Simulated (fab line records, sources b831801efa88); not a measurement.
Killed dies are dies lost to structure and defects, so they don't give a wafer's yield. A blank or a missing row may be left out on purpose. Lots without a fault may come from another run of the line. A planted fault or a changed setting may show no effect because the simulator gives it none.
fab line records | flow gf180mcu
record lots=5 wafers=15 last_day=33
route steps=602 shown V5@547 TOP_METAL@567
lots that met no fault: from a run of the same line without faults
start_h: hours from the record's first day to the start of the lot's first wafer shown | wait_h: hours since the lot's step before | " the same as in the row above | L1.1+2: a row that stands for several wafers | - no value, or no start given | * or withheld: withheld | < > ~ a bound
route shown NAME@n: a module of which the file shows steps, and the number in the route of the first | usual: mean/standard deviation of fault-free wafers | same: alike in all rows | chamber/n: place in a boat | sites: the reading at each site | _std_site: their standard deviation | _edge_site: outer sites' mean less inner sites' | radius_mm: how far each site lies from the wafer's centre | mask NAME#n: copy n | behind: the tool/chamber that last shaped the wafer | hold: why the lot was held/for how many hours/how that ended | device: the transistor (n, p or np) that didn't switch | end of line: the same wafers' tests at the end of the route | a step without rows: its recipe alone | killed: dies lost to structure and defects at the first sort, not the wafer's yield | map: a wafer's dies, x killed, . not, _ none there
set.NAME: the setting as run; set.NAME@STEP: as run at that earlier step | model.NAME: the simulator's own value behind a step, which no gauge read
lots at some steps of the route; a table a step, a row a wafer
services: from which hour (start_h, from the record's first day; less than 0 if before it) a tool's chamber was out of use, for how many hours, and why
## steps
# step GF_V5_HMDS_07
# recipe prime_time_s=60 prime_temp_c=120
# usual chill_plate_temp_C=23.01/0.11
# columns lot.wafer tool chamber start_h wait_h chill_plate_temp_C
L081.2 litho_track-01 0 671.02 0.1 23.06
L081.4 " 0 " " 23.02
L081.5 " 0 " " 23.10
L082.3 litho_track-04 0 680.34 0.1 22.93
L082.4 " 0 " " 23.12
L082.5 " 0 " " 22.94
L084.2 litho_track-04 0 697.86 0.1 23.04
L084.3 " 0 " " 22.93
L084.4 " 0 " " 23.04
L085.2 litho_track-04 0 701.01 0.1 23.04
L085.3 " 0 " " 22.97
L085.4 " 0 " " 23.07
L090.2 litho_track-01 0 738.97 0.1 23.12
L090.4 " 0 " " 22.94
L090.5 " 0 " " 23.06
# step GF_V5_COAT_08
# recipe resist=BARC temp_c=withheld time_s=withheld spin_rpm=withheld resist_thk_nm=withheld
# usual chill_plate_temp_C=*
# columns lot.wafer tool chamber start_h wait_h chill_plate_temp_C
L081.2 litho_track-01 0 671.17 0.1 *
L081.4 " 0 " " *
L081.5 " 0 " " *
L082.3 litho_track-04 0 680.49 0.1 *
L082.4 " 0 " " *
L082.5 " 0 " " *
L084.2 litho_track-04 0 698.01 0.1 *
L084.3 " 0 " " *
L084.4 " 0 " " *
L085.2 litho_track-04 0 701.16 0.1 *
L085.3 " 0 " " *
L085.4 " 0 " " *
L090.2 litho_track-01 0 739.12 0.1 *
L090.4 " 0 " " *
L090.5 " 0 " " *
# step GF_V5_COAT_09
# recipe resist=KrF spin_rpm=withheld resist_thk_nm=1000
# usual chill_plate_temp_C=23.00/0.11
# columns lot.wafer tool chamber start_h wait_h chill_plate_temp_C
L081.2 litho_track-01 0 - - 23.07
L081.4 " 0 " " 23.06
L081.5 " 0 " " 22.91
L082.3 litho_track-04 0 - - 23.08
L082.4 " 0 " " 23.00
L082.5 " 0 " " 23.04
L084.2 litho_track-04 0 - - 22.91
L084.3 " 0 " " 23.00
L084.4 " 0 " " 23.01
L085.2 litho_track-04 0 - - 23.05
L085.3 " 0 " " 23.13
L085.4 " 0 " " 23.10
L090.2 litho_track-01 0 - - 23.04
L090.4 " 0 " " 23.20
L090.5 " 0 " " 23.23
# step GF_V5_SOFTBAKE_10
# recipe temp_c=130 time_s=60 resist=KrF
# usual chill_plate_temp_C=22.99/0.1
# columns lot.wafer tool chamber start_h wait_h chill_plate_temp_C
L081.2 litho_track-01 0 - - 22.97
L081.4 " 0 " " 23.20
L081.5 " 0 " " 22.85
L082.3 litho_track-04 0 - - 23.01
L082.4 " 0 " " 22.93
L082.5 " 0 " " 23.01
L084.2 litho_track-04 0 - - 23.00
L084.3 " 0 " " 23.03
L084.4 " 0 " " 23.13
L085.2 litho_track-04 0 - - 22.88
L085.3 " 0 " " 22.98
L085.4 " 0 " " 23.03
L090.2 litho_track-01 0 - - 23.00
L090.4 " 0 " " 23.03
L090.5 " 0 " " 22.88
# step GF_V5_EXPOSE_11
# recipe mask_id=Via5 target_cd_nm=260 na=0.68 source_shape=conventional sigma_outer=0.6 dose_mj=38
# usual stage_vel_mm_s=500.02/0.2
# columns lot.wafer tool chamber start_h wait_h mask stage_vel_mm_s
L081.2 krf_scanner-02 0 - - Via5#0 500.17
L081.4 " 0 " " Via5#0 499.82
L081.5 " 0 " " Via5#0 500.49
L082.3 krf_scanner-02 0 - - Via5#0 499.93
L082.4 " 0 " " Via5#0 499.90
L082.5 " 0 " " Via5#0 499.85
L084.2 krf_scanner-02 0 - - Via5#0 499.98
L084.3 " 0 " " Via5#0 499.93
L084.4 " 0 " " Via5#0 500.18
L085.2 krf_scanner-01 0 - - Via5#0 499.73
L085.3 " 0 " " Via5#0 499.95
L085.4 " 0 " " Via5#0 499.65
L090.2 krf_scanner-02 0 - - Via5#0 500.25
L090.4 " 0 " " Via5#0 500.14
L090.5 " 0 " " Via5#0 500.43
# step GF_V5_PEB_12
# recipe peb_temp_c=135 peb_time_s=90 resist=KrF
# usual chill_plate_temp_C=23.00/0.11
# columns lot.wafer tool chamber start_h wait_h chill_plate_temp_C
L081.2 litho_track-02 0 - - 22.92
L081.4 " 0 " " 22.95
L081.5 " 0 " " 23.09
L082.3 litho_track-02 0 - - 23.06
L082.4 " 0 " " 23.02
L082.5 " 0 " " 22.83
L084.2 litho_track-02 0 - - 22.95
L084.3 " 0 " " 23.22
L084.4 " 0 " " 22.94
L085.2 litho_track-02 0 - - 23.03
L085.3 " 0 " " 23.10
L085.4 " 0 " " 22.95
L090.2 litho_track-02 0 - - 23.06
L090.4 " 0 " " 22.99
L090.5 " 0 " " 22.88
# step GF_V5_DEVELOP_13
# recipe develop_time_s=60 resist=KrF dev_temp_c=21
# usual chill_plate_temp_C=23.01/0.12
# same develop_time_s=60
# columns lot.wafer tool chamber start_h wait_h chill_plate_temp_C
L081.2 litho_track-02 0 680.78 0.2 23.03
L081.4 " 0 " " 22.91
L081.5 " 0 " " 23.01
L082.3 litho_track-02 0 689.91 0.1 22.87
L082.4 " 0 " " 22.90
L082.5 " 0 " " 22.89
L084.2 litho_track-02 0 707.13 0.2 23.13
L084.3 " 0 " " 23.13
L084.4 " 0 " " 23.03
L085.2 litho_track-02 0 709.83 0.2 23.08
L085.3 " 0 " " 23.02
L085.4 " 0 " " 22.98
L090.2 litho_track-02 0 747.93 0.2 23.15
L090.4 " 0 " " 23.11
L090.5 " 0 " " 23.04
# step GF_V5_CD_MEAS_14
# recipe target_cd_nm=260
# usual cd_nm=260.2/1.2
# columns lot.wafer tool chamber start_h wait_h cd_nm
L081.2 cd_sem-02 - 680.93 0.1 258.1
L081.4 " - " " 259.2
L081.5 " - " " 259.0
L082.3 cd_sem-02 - 690.23 0.3 260.3
L082.4 " - " " 260.5
L082.5 " - " " 260.1
L084.2 cd_sem-01 - 707.28 0.1 262.2
L084.3 " - " " 259.5
L084.4 " - " " 262.6
L085.2 cd_sem-01 - 709.98 0.1 258.9
L085.3 " - " " 259.8
L085.4 " - " " 259.5
L090.2 cd_sem-02 - 748.08 0.1 257.9
L090.4 " - " " 258.1
L090.5 " - " " 257.8
# step GF_V5_OVL_MEAS_15
# usual V5_OVL=0/6.2
# columns lot.wafer tool chamber start_h wait_h V5_OVL[nm]
L081.2 overlay-01 - 681.03 0.1 2
L081.4 " - " " 2
L081.5 " - " " 8
L082.3 overlay-01 - 690.32 0.1 3
L082.4 " - " " -8
L082.5 " - " " -3
L084.2 overlay-01 - 707.38 0.1 3
L084.3 " - " " 7
L084.4 " - " " -4
L085.2 overlay-02 - 710.08 0.1 6
L085.3 " - " " -7
L085.4 " - " " 3
L090.2 overlay-02 - 748.18 0.1 9
L090.4 " - " " 4
L090.5 " - " " -1
# step GF_V5_ETCH_16
# recipe chemistry=N2/H2 target_depth_a=withheld overetch_a=withheld time_s=withheld target=BARC ion_energy_ev=200 source_w=500 bias_w=100 pressure_mtorr=30 n2_flow_sccm=100 h2_flow_sccm=200
# usual drypump_motor_current_A=5.9/0.53 oes_product_au=0.856/0.0047 throttle_valve_pct=13.225/0.0094
# columns lot.wafer tool chamber start_h wait_h drypump_motor_current_A oes_product_au throttle_valve_pct
L081.2 rie_diel-01 1 681.06 0.0 5.0 0.863 13.230
L081.4 " 3 " " 5.9 0.858 13.217
L081.5 " 0 " " 5.7 0.856 13.196
L082.3 rie_diel-01 0 690.34 0.0 5.7 0.857 13.224
L082.4 " 0 " " 5.7 0.858 13.227
L082.5 " 1 " " 5.0 0.854 13.228
L084.2 rie_diel-04 0 707.41 0.0 6.4 0.856 13.222
L084.3 " 2 " " 6.6 0.858 13.205
L084.4 " 3 " " 5.7 0.862 13.236
L085.2 rie_diel-04 2 710.11 0.0 6.6 0.862 13.216
L085.3 " 3 " " 5.7 0.862 13.234
L085.4 " 0 " " 6.3 0.851 13.228
L090.2 rie_diel-02 1 748.21 0.0 5.7 0.859 13.228
L090.4 " 3 " " 5.3 0.852 13.218
L090.5 " 1 " " 5.7 0.855 13.237
# step GF_V5_ETCH_17
# recipe chemistry=C4F8/O2/Ar mask_material=KrF target=SiO2 stop_on=TiN source_w=1500 bias_w=1200 pressure_mtorr=40 c4f8_flow_sccm=withheld O2_flow_sccm=6 Ar_flow_sccm=300 time_s=withheld target_depth_a=8550
# usual oes_product_au=0.860/0.0047
# columns lot.wafer tool chamber start_h wait_h oes_product_au
L081.2 rie_diel-01 1 - - 0.861
L081.4 " 3 " " 0.863
L081.5 " 0 " " 0.864
L082.3 rie_diel-01 0 - - 0.866
L082.4 " 0 " " 0.870
L082.5 " 1 " " 0.861
L084.2 rie_diel-04 0 - - 0.857
L084.3 " 2 " " 0.859
L084.4 " 3 " " 0.848
L085.2 rie_diel-04 2 - - 0.862
L085.3 " 3 " " 0.859
L085.4 " 0 " " 0.863
L090.2 rie_diel-02 1 - - 0.862
L090.4 " 3 " " 0.870
L090.5 " 1 " " 0.870
# step GF_V5_STRIP_18
# recipe chemistry=O2/N2 power_w=1400 pressure_mtorr=1500 platen_temp_c=250 o2_flow_sccm=3000 n2_flow_sccm=300 overash_fraction=0.5
# usual drypump_motor_current_A=5.8/0.37 heater_power_w=318/40 oes_product_au=0.569/0.0048
# columns lot.wafer tool chamber start_h wait_h drypump_motor_current_A heater_power_w oes_product_au rf_hours_counter_h
L081.2 plasma_asher-01 0 681.22 - 5.3 279 0.571 25
L081.4 " 0 " " 5.3 282 0.565 -
L081.5 " 0 " " 5.3 280 0.571 -
L082.3 plasma_asher-04 1 690.53 - 6.2 295 0.570 -
L082.4 " 0 " " 5.9 385 0.570 -
L082.5 " 0 " " 5.9 388 0.572 -
L084.2 plasma_asher-01 0 707.57 - 5.2 280 0.565 28
L084.3 " 0 " " 5.3 280 0.571 -
L084.4 " 1 " " 5.5 289 0.559 -
L085.2 plasma_asher-04 1 710.27 - 6.2 290 0.569 65
L085.3 " 0 " " 5.9 389 0.567 -
L085.4 " 1 " " 6.2 289 0.557 -
L090.2 plasma_asher-04 1 748.37 - 6.2 290 0.564 69
L090.4 " 1 " " 6.3 289 0.571 -
L090.5 " 0 " " 5.9 386 0.576 -
# step GF_V5_STRIP_19
# recipe chemistry=post_etch_residue_remover time_s=1200 temp_c=72.5
# columns lot.wafer tool chamber start_h wait_h
L081.2+4+5 wet_bench-01 1 681.32 0.1
L082.3+4+5 wet_bench-02 0 690.68 0.1
L084.2+3+4 wet_bench-01 3 707.67 0.1
L085.2+3+4 wet_bench-02 2 710.37 0.1
L090.2+4+5 wet_bench-01 0 748.47 0.1
# step GF_V5_CLEAN_20
# recipe chemistry=DIW dry=n2_spin
# columns lot.wafer tool chamber start_h wait_h
L081.2+4+5 wet_bench-02 2 681.69 0.0
L082.3+4+5 wet_bench-02 0 691.02 0.0
L084.2+3+4 wet_bench-03 2 708.01 0.0
L085.2+3+4 wet_bench-03 1 710.71 0.0
L090.2+4+5 wet_bench-02 2 748.81 0.0
# step GF_V5_SPUTTER_21
# recipe material=Ti target_thk_nm=15 chamber_pressure_pa=5 power_w=2500 substrate_temp_c=200 time_s=80.02
# usual cathode_dc_power_W=2499.9/0.45 throttle_valve_pct=29.7/0.81
# columns lot.wafer tool chamber start_h wait_h cathode_dc_power_W throttle_valve_pct
L081.2 pvd_sputter-03 - 681.79 0.0 2500.3 30.6
L081.4 " - " " 2499.4 29.0
L081.5 " - " " 2499.2 28.8
L082.3 pvd_sputter-04 - 691.11 0.0 2499.8 30.0
L082.4 " - " " 2500.3 30.9
L082.5 " - " " 2499.8 31.0
L084.2 pvd_sputter-04 - 708.41 0.0 2500.3 29.0
L084.3 " - " " 2500.1 29.5
L084.4 " - " " 2500.2 31.2
L085.2 pvd_sputter-03 - 711.11 0.0 2500.1 29.9
L085.3 " - " " 2499.4 30.5
L085.4 " - " " 2499.8 29.1
L090.2 pvd_sputter-03 - 748.90 0.0 2500.1 30.7
L090.4 " - " " 2499.9 29.4
L090.5 " - " " 2500.2 28.8
# step GF_V5_SPUTTER_22
# recipe material=TiN target_thk_nm=10 chamber_pressure_pa=5 power_w=4000 time_s=40
# usual cathode_dc_power_W=4000.0/0.66 throttle_valve_pct=29.7/0.82
# columns lot.wafer tool chamber start_h wait_h cathode_dc_power_W throttle_valve_pct
L081.2 pvd_sputter-03 - 681.85 0.0 3999.6 30.8
L081.4 " - " " 3999.5 28.9
L081.5 " - " " 3999.9 29.1
L082.3 pvd_sputter-04 - 691.17 0.0 3999.8 29.8
L082.4 " - " " 3999.2 31.5
L082.5 " - " " 4000.1 30.8
L084.2 pvd_sputter-04 - 708.47 0.0 4000.6 29.2
L084.3 " - " " 3999.4 29.7
L084.4 " - " " 3999.2 30.9
L085.2 pvd_sputter-03 - 711.17 0.0 3999.4 29.9
L085.3 " - " " 4000.1 30.7
L085.4 " - " " 4000.1 28.9
L090.2 pvd_sputter-03 - 748.96 0.0 3999.3 30.9
L090.4 " - " " 3999.7 29.6
L090.5 " - " " 4001.2 28.8
# step GF_V5_CVD_23
# recipe material=W target_thk_nm=350 time_s=104.9 temp_c=400 pressure_torr=40
# usual heater_power_w=776/96
# columns lot.wafer tool chamber start_h wait_h heater_power_w
L081.2 cvd_w-02 1 681.89 0.0 811
L081.4 " 1 " " 820
L081.5 " 0 " " 644
L082.3 cvd_w-02 0 691.25 0.1 674
L082.4 " 1 " " 811
L082.5 " 0 " " 645
L084.2 cvd_w-02 0 708.51 0.0 654
L084.3 " 0 " " 670
L084.4 " 1 " " 810
L085.2 cvd_w-02 0 711.21 0.0 655
L085.3 " 1 " " 805
L085.4 " 0 " " 649
L090.2 cvd_w-02 1 749.00 0.0 790
L090.4 " 1 " " 796
L090.5 " 1 " " 794
# step GF_V5_RS_MEAS_24
# recipe thk_meas_gauge=four-point-probe reads=W_of_V5_CVD_23+TiN_of_V5_SPUTTER_22+Ti_of_V5_SPUTTER_21
# usual V5_W_RS=0.329/0.003
# columns lot.wafer tool chamber start_h wait_h V5_W_RS[ohm/sq]
L081.2 film_metro-04 - 682.02 0.1 0.327
L081.4 " - " " 0.328
L081.5 " - " " 0.333
L082.3 film_metro-04 - 691.36 0.1 0.335
L082.4 " - " " 0.331
L082.5 " - " " 0.331
L084.2 film_metro-03 - 708.64 0.1 0.323
L084.3 " - " " 0.326
L084.4 " - " " 0.327
L085.2 film_metro-04 - 711.34 0.1 0.329
L085.3 " - " " 0.325
L085.4 " - " " 0.328
L090.2 film_metro-04 - 749.13 0.1 0.327
L090.4 " - " " 0.327
L090.5 " - " " 0.327
# step GF_V5_THK_MEAS_25
# recipe thk_meas_gauge=xrf reads=W_of_V5_CVD_23
# usual V5_W_THK=352/4.1
# columns lot.wafer tool chamber start_h wait_h V5_W_THK[nm]
L081.2 film_metro-04 - 682.13 0.1 356
L081.4 " - " " 356
L081.5 " - " " 349
L082.3 film_metro-04 - 691.46 0.1 347
L082.4 " - " " 350
L082.5 " - " " 350
L084.2 film_metro-03 - 708.75 0.1 354
L084.3 " - " " 352
L084.4 " - " " 350
L085.2 film_metro-04 - 711.45 0.1 352
L085.3 " - " " 356
L085.4 " - " " 355
L090.2 film_metro-04 - 749.24 0.1 355
L090.4 " - " " 354
L090.5 " - " " 356
# step GF_V5_CMP_26
# recipe stop_on=SiO2 down_force_psi=3.5 platen_rpm=60 t_overpolish_s=15 target_thk_nm=0 pad_velocity_m_s=0.94248
# usual motor_current_A=11.0/1 overpolish_run_s=14.999/0.0092 time_to_endpoint_s=84.0/2.9
# columns lot.wafer tool chamber start_h wait_h motor_current_A overpolish_run_s time_to_endpoint_s
L081.2 cmp-02 1 682.28 0.1 11.3 15.006 87.5
L081.4 " 2 " " 12.9 15.002 87.9
L081.5 " 0 " " 11.1 15.004 88.7
L082.3 cmp-02 1 691.55 0.1 11.5 15.008 79.9
L082.4 " 2 " " 12.9 14.996 85.7
L082.5 " 0 " " 11.2 14.991 86.2
L084.3 cmp-01 2 708.85 0.1 11.2 14.990 85.8
L084.2 " 3 " " 9.8 14.998 87.2
L084.4 " 0 " " 9.8 14.994 86.8
L085.2 cmp-01 2 711.55 0.1 11.3 14.978 85.9
L085.3 " 3 " " 10.6 15.003 93.0
L085.4 " 0 " " 10.1 15.003 83.4
L090.4 cmp-02 2 749.29 0.0 13.0 14.993 85.3
L090.2 " 3 " " 10.1 15.005 87.1
L090.5 " 3 " " 9.6 15.003 83.2
# step GF_TOP_METAL_SPUTTER_00
# recipe material=Ti target_thk_nm=37.5 arriving_ion_energy_ev=80 substrate_temp_c=200 chamber_pressure_pa=2 power_w=4000 time_s=150
# usual cathode_dc_power_W=4000.1/0.68 throttle_valve_pct=29.5/0.99
# columns lot.wafer tool chamber start_h wait_h cathode_dc_power_W throttle_valve_pct
L081.2 pvd_sputter-04 - 682.48 0.1 4000.2 31.0
L081.4 " - " " 3999.5 30.0
L081.5 " - " " 4000.4 29.0
L082.3 pvd_sputter-04 - 691.80 0.2 3998.9 29.9
L082.4 " - " " 4000.1 31.1
L082.5 " - " " 3999.3 29.7
L084.2 pvd_sputter-01 - 709.10 0.1 3999.7 28.2
L084.3 " - " " 4000.5 29.2
L084.4 " - " " 4000.9 31.3
L085.2 pvd_sputter-02 - 711.80 0.2 4000.0 30.8
L085.3 " - " " 3999.4 30.5
L085.4 " - " " 4000.3 28.3
L090.2 pvd_sputter-04 - 749.59 0.2 4000.1 30.9
L090.4 " - " " 3999.9 31.1
L090.5 " - " " 3999.5 29.0
# step GF_TOP_METAL_SPUTTER_01
# recipe material=TiN target_thk_nm=30 power_w=6500 time_s=25 chamber_pressure_pa=0.4
# usual cathode_dc_power_W=6500.1/1.1 throttle_valve_pct=29.5/1
# columns lot.wafer tool chamber start_h wait_h cathode_dc_power_W throttle_valve_pct
L081.2 pvd_sputter-04 - 682.58 0.1 6499.6 30.9
L081.4 " - " " 6500.7 29.8
L081.5 " - " " 6500.3 29.0
L082.3 pvd_sputter-04 - 691.90 0.1 6499.5 29.7
L082.4 " - " " 6499.7 31.3
L082.5 " - " " 6499.1 29.7
L084.2 pvd_sputter-01 - 709.20 0.1 6498.6 28.2
L084.3 " - " " 6499.7 29.3
L084.4 " - " " 6498.9 30.9
L085.2 pvd_sputter-02 - 711.90 0.1 6501.1 30.6
L085.3 " - " " 6498.6 30.4
L085.4 " - " " 6501.1 28.2
L090.2 pvd_sputter-04 - 749.69 0.1 6500.5 30.9
L090.4 " - " " 6500.5 31.0
L090.5 " - " " 6501.2 29.0
# step GF_TOP_METAL_SPUTTER_02
# recipe material=AlCu target_thk_nm=900 power_w=10600 chamber_pressure_pa=0.3 substrate_temp_c=250 gas=Ar time_s=47.82
# usual cathode_dc_power_W=10600/2 throttle_valve_pct=29.5/0.99
# columns lot.wafer tool chamber start_h wait_h cathode_dc_power_W throttle_valve_pct
L081.2 pvd_sputter-04 - 682.61 0.0 10599 31.2
L081.4 " - " " 10602 29.7
L081.5 " - " " 10595 29.2
L082.3 pvd_sputter-04 - 691.93 0.0 10599 29.8
L082.4 " - " " 10599 30.8
L082.5 " - " " 10602 29.8
L084.2 pvd_sputter-01 - 709.23 0.0 10600 28.2
L084.3 " - " " 10599 29.6
L084.4 " - " " 10602 31.2
L085.2 pvd_sputter-02 - 711.93 0.0 10601 30.7
L085.3 " - " " 10600 30.4
L085.4 " - " " 10597 28.3
L090.2 pvd_sputter-04 - 749.72 0.0 10598 31.0
L090.4 " - " " 10603 31.0
L090.5 " - " " 10594 28.8
# step GF_TOP_METAL_SPUTTER_03
# recipe material=Ti target_thk_nm=5 substrate_temp_c=300 chamber_pressure_pa=0.3 power_w=3000 time_s=3.3
# usual cathode_dc_power_W=2999.9/0.57 throttle_valve_pct=29.5/0.98
# columns lot.wafer tool chamber start_h wait_h cathode_dc_power_W throttle_valve_pct
L081.2 pvd_sputter-04 - 682.66 0.0 2999.3 31.1
L081.4 " - " " 3001.1 29.9
L081.5 " - " " 3000.5 28.9
L082.3 pvd_sputter-04 - 691.97 0.0 2999.4 29.9
L082.4 " - " " 2999.9 30.9
L082.5 " - " " 2999.3 29.9
L084.2 pvd_sputter-01 - 709.27 0.0 2999.6 28.2
L084.3 " - " " 2999.7 29.3
L084.4 " - " " 3000.0 31.1
L085.2 pvd_sputter-02 - 711.97 0.0 2999.9 30.6
L085.3 " - " " 2998.7 30.5
L085.4 " - " " 2999.9 28.3
L090.2 pvd_sputter-04 - 749.77 0.0 3000.1 30.9
L090.4 " - " " 2999.6 31.2
L090.5 " - " " 2999.9 29.0
# step GF_TOP_METAL_SPUTTER_04
# recipe material=TiN target_thk_nm=25 power_w=6500 time_s=20.8 chamber_pressure_pa=0.4
# usual cathode_dc_power_W=6499.9/1.1 throttle_valve_pct=29.5/0.99
# columns lot.wafer tool chamber start_h wait_h cathode_dc_power_W throttle_valve_pct
L081.2 pvd_sputter-04 - 682.67 0.0 6500.2 31.2
L081.4 " - " " 6499.5 29.9
L081.5 " - " " 6501.5 29.0
L082.3 pvd_sputter-04 - 691.99 0.0 6501.1 29.8
L082.4 " - " " 6499.8 31.2
L082.5 " - " " 6500.8 29.8
L084.2 pvd_sputter-01 - 709.29 0.0 6500.6 28.2
L084.3 " - " " 6498.3 29.4
L084.4 " - " " 6498.6 30.8
L085.2 pvd_sputter-02 - 711.99 0.0 6500.4 30.9
L085.3 " - " " 6499.3 30.2
L085.4 " - " " 6500.6 28.1
L090.2 pvd_sputter-04 - 749.78 0.0 6500.3 31.2
L090.4 " - " " 6500.8 31.0
L090.5 " - " " 6499.1 29.1
# step GF_TOP_METAL_RS_MEAS_05
# recipe thk_meas_gauge=four-point-probe reads=TiN_of_TOP_METAL_SPUTTER_04+Ti_of_TOP_METAL_SPUTTER_03+AlCu_of_TOP_METAL_SPUTTER_02+TiN_of_TOP_METAL_SPUTTER_01+Ti_of_TOP_METAL_SPUTTER_00
# usual TOP_METAL_ALCU_RS=0.0329/0.00044
# columns lot.wafer tool chamber start_h wait_h TOP_METAL_ALCU_RS[ohm/sq]
L081.2 film_metro-03 - 682.72 0.0 0.0332
L081.4 " - " " 0.0336
L081.5 " - " " 0.0335
L082.3 film_metro-01 - 692.06 0.1 0.0335
L082.4 " - " " 0.0333
L082.5 " - " " 0.0341
L084.2 film_metro-03 - 709.34 0.0 0.0326
L084.3 " - " " 0.0330
L084.4 " - " " 0.0326
L085.2 film_metro-01 - 712.04 0.0 0.0332
L085.3 " - " " 0.0334
L085.4 " - " " 0.0329
L090.2 film_metro-03 - 749.83 0.0 0.0326
L090.4 " - " " 0.0325
L090.5 " - " " 0.0326
# step GF_TOP_METAL_THK_MEAS_06
# recipe thk_meas_gauge=xrf reads=AlCu_of_TOP_METAL_SPUTTER_02
# usual TOP_METAL_ALCU_THK=908/13
# columns lot.wafer tool chamber start_h wait_h TOP_METAL_ALCU_THK[nm]
L081.2 film_metro-03 - 682.83 0.1 901
L081.4 " - " " 889
L081.5 " - " " 896
L082.3 film_metro-01 - 692.16 0.1 888
L082.4 " - " " 896
L082.5 " - " " 877
L084.2 film_metro-03 - 709.45 0.1 933
L084.3 " - " " 917
L084.4 " - " " 928
L085.2 film_metro-01 - 712.15 0.1 896
L085.3 " - " " 889
L085.4 " - " " 901
L090.2 film_metro-03 - 749.94 0.1 911
L090.4 " - " " 918
L090.5 " - " " 914
# step GF_TOP_METAL_DEHYDRATE_07
# recipe temp_c=200 time_s=60
# usual chill_plate_temp_C=22.99/0.12
# columns lot.wafer tool chamber start_h wait_h chill_plate_temp_C
L081.2 litho_track-03 0 691.19 8.4 23.10
L081.4 " 0 " " 23.27
L081.5 " 0 " " 23.07
L082.3 litho_track-03 0 700.97 8.8 22.98
L082.4 " 0 " " 22.98
L082.5 " 0 " " 22.91
L084.2 litho_track-04 0 717.71 8.2 23.14
L084.3 " 0 " " 23.17
L084.4 " 0 " " 23.06
L085.2 litho_track-04 0 720.61 8.4 23.13
L085.3 " 0 " " 22.97
L085.4 " 0 " " 23.10
L090.2 litho_track-03 0 757.64 7.7 23.06
L090.4 " 0 " " 22.94
L090.5 " 0 " " 22.83
# step GF_TOP_METAL_HMDS_08
# recipe prime_time_s=60 prime_temp_c=120
# usual chill_plate_temp_C=23.00/0.11
# columns lot.wafer tool chamber start_h wait_h chill_plate_temp_C
L081.2 litho_track-03 0 691.34 0.1 23.12
L081.4 " 0 " " 23.16
L081.5 " 0 " " 23.19
L082.3 litho_track-03 0 701.12 0.1 22.96
L082.4 " 0 " " 22.86
L082.5 " 0 " " 22.83
L084.2 litho_track-04 0 717.86 0.1 22.87
L084.3 " 0 " " 22.99
L084.4 " 0 " " 22.97
L085.2 litho_track-04 0 720.76 0.1 23.02
L085.3 " 0 " " 22.99
L085.4 " 0 " " 23.08
L090.2 litho_track-03 0 757.79 0.1 23.06
L090.4 " 0 " " 22.89
L090.5 " 0 " " 22.74
# step GF_TOP_METAL_COAT_09
# recipe resist=NOVOLAK spin_rpm=3000 resist_thk_nm=1500
# usual chill_plate_temp_C=22.99/0.1
# columns lot.wafer tool chamber start_h wait_h chill_plate_temp_C
L081.2 litho_track-03 0 691.49 0.1 23.17
L081.4 " 0 " " 23.10
L081.5 " 0 " " 23.01
L082.3 litho_track-03 0 701.27 0.1 23.20
L082.4 " 0 " " 22.97
L082.5 " 0 " " 23.04
L084.2 litho_track-04 0 718.01 0.1 23.00
L084.3 " 0 " " 23.03
L084.4 " 0 " " 23.06
L085.2 litho_track-04 0 720.91 0.1 23.11
L085.3 " 0 " " 22.94
L085.4 " 0 " " 22.99
L090.2 litho_track-03 0 757.94 0.1 22.69
L090.4 " 0 " " 22.88
L090.5 " 0 " " 23.00
# step GF_TOP_METAL_SOFTBAKE_10
# recipe temp_c=90 time_s=60 resist=NOVOLAK
# usual chill_plate_temp_C=23.00/0.096
# columns lot.wafer tool chamber start_h wait_h chill_plate_temp_C
L081.2 litho_track-03 0 691.64 0.1 23.00
L081.4 " 0 " " 22.98
L081.5 " 0 " " 22.86
L082.3 litho_track-03 0 701.42 0.1 22.87
L082.4 " 0 " " 22.87
L082.5 " 0 " " 22.85
L084.2 litho_track-04 0 718.16 0.1 23.06
L084.3 " 0 " " 22.97
L084.4 " 0 " " 22.99
L085.2 litho_track-04 0 721.06 0.1 23.07
L085.3 " 0 " " 23.01
L085.4 " 0 " " 23.18
L090.2 litho_track-03 0 758.09 0.1 23.07
L090.4 " 0 " " 23.08
L090.5 " 0 " " 23.07
# step GF_TOP_METAL_EXPOSE_11
# recipe mask_id=MetalTop target_cd_nm=440 na=0.6 source_shape=conventional sigma_outer=0.6 dose_mj=170
# usual stage_vel_mm_s=500.01/0.27
# columns lot.wafer tool chamber start_h wait_h mask stage_vel_mm_s
L081.2 iline_stepper-01 0 - - MetalTop#0 500.32
L081.4 " 0 " " MetalTop#0 500.07
L081.5 " 0 " " MetalTop#0 500.58
L082.3 iline_stepper-01 0 - - MetalTop#0 499.73
L082.4 " 0 " " MetalTop#0 499.94
L082.5 " 0 " " MetalTop#0 500.25
L084.2 iline_stepper-02 0 - - MetalTop#0 500.04
L084.3 " 0 " " MetalTop#0 499.41
L084.4 " 0 " " MetalTop#0 499.85
L085.2 iline_stepper-02 0 - - MetalTop#0 500.06
L085.3 " 0 " " MetalTop#0 499.96
L085.4 " 0 " " MetalTop#0 500.33
L090.2 iline_stepper-02 0 - - MetalTop#0 500.08
L090.4 " 0 " " MetalTop#0 499.74
L090.5 " 0 " " MetalTop#0 499.92
# step GF_TOP_METAL_PEB_12
# recipe temp_c=withheld time_s=* resist=NOVOLAK
# usual chill_plate_temp_C=*
# columns lot.wafer tool chamber start_h wait_h chill_plate_temp_C
L081.2 litho_track-03 0 - - *
L081.4 " 0 " " *
L081.5 " 0 " " *
L082.3 litho_track-03 0 - - *
L082.4 " 0 " " *
L082.5 " 0 " " *
L084.2 litho_track-04 0 - - *
L084.3 " 0 " " *
L084.4 " 0 " " *
L085.2 litho_track-01 0 - - *
L085.3 " 0 " " *
L085.4 " 0 " " *
L090.2 litho_track-03 0 - - *
L090.4 " 0 " " *
L090.5 " 0 " " *
## services
# columns tool chamber start_h hours kind
krf_scanner-01 - 652.59 0.8 pm
cvd_w-02 - 655.23 1.9 repair
krf_scanner-02 - 657.36 1.3 pm
pvd_sputter-04 - 657.40 3.5 repair
krf_scanner-01 - 662.67 0.8 repair
iline_stepper-02 - 663.35 1.7 pm
cmp-01 - 668.17 0.6 repair
rie_diel-01 2 678.97 28.7 repair
pvd_sputter-03 - 687.17 4.4 repair
cmp-01 - 700.74 0.9 repair
krf_scanner-01 - 709.10 1.3 pm
cmp-01 - 711.80 10.2 pm
wet_bench-02 - 718.00 4.4 pm
cmp-01 - 722.04 2.8 pm
plasma_asher-04 - 733.09 2.3 repair
rie_diel-01 3 741.95 8.8 repair
plasma_asher-01 - 742.33 2.8 pm
cmp-01 - 744.27 4.0 pm
rie_diel-01 0 752.17 4.8 repair
cmp-01 - 752.66 4.3 repair
krf_scanner-02 - 755.69 1.0 pm
cmp-02 - 757.34 0.2 repair
iline_stepper-01 - 758.39 3.2 repair
rie_diel-02 3 763.26 3.2 repair
## key
fault none
